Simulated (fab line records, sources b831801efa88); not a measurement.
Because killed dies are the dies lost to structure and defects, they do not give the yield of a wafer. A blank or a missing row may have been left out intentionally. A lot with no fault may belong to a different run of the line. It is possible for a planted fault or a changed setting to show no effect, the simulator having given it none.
Chamber matching -- flow sky130 -- SKY_VIA4_CMP_21 on cmp-01 has 4 sister chambers
The step polishes, stops on SiO2, t overpolish 25 s, target thk 0 nm. 8 wafers are shown with their chamber, then 7 later ones without.

EACH WAFER AND ITS CHAMBER
wafer,chamber,motor current A (A),time to endpoint s (s)
L885.5,3,9.9,127
L887.6,1,11.2,121
L899.4,3,10.1,126
L900.4,0,10.8,122
L900.5,1,11.5,124
L900.6,0,10.3,121
L901.3,2,10.1,124
L901.5,2,10.0,122

WAFERS WHOSE CHAMBER IS MISSING
wafer,motor current A (A),time to endpoint s (s)
L901.6,11.5,122
L902.3,10.4,123
L902.4,10.0,128
L902.5,10.5,121
L903.1,10.5,118
L903.2,12.2,121
L903.6,10.1,123

CHAMBER TAKEN BY EACH
wafer,from the rows above,in truth
L901.6,1,1
L902.3,can't be placed: 0 or 2 or 3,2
L902.4,3,3
L902.5,0,0
L903.1,can't be placed: 0 or 2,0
L903.2,1,1
L903.6,2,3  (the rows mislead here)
Correctly placed: 4 of 7. Not placeable from these rows: 2 (in 2, the candidates include the true chamber). Wrongly placed: 1.
How it was worked out, from the rows above alone: a wafer's distance from a chamber is the root of the sum, over the readings, of the square of ((its reading less the chamber's mean) divided by the reading's scatter). If the next closest chamber is less than 2 further off than the closest, the wafer can't be placed; otherwise it belongs to the closest. For every chamber, the mean is computed from those of its wafers that are shown. How the scatter is found: for the shown wafers, subtract from each reading the mean of its chamber, square and add these, divide the total by (wafers less chambers), then take the root.
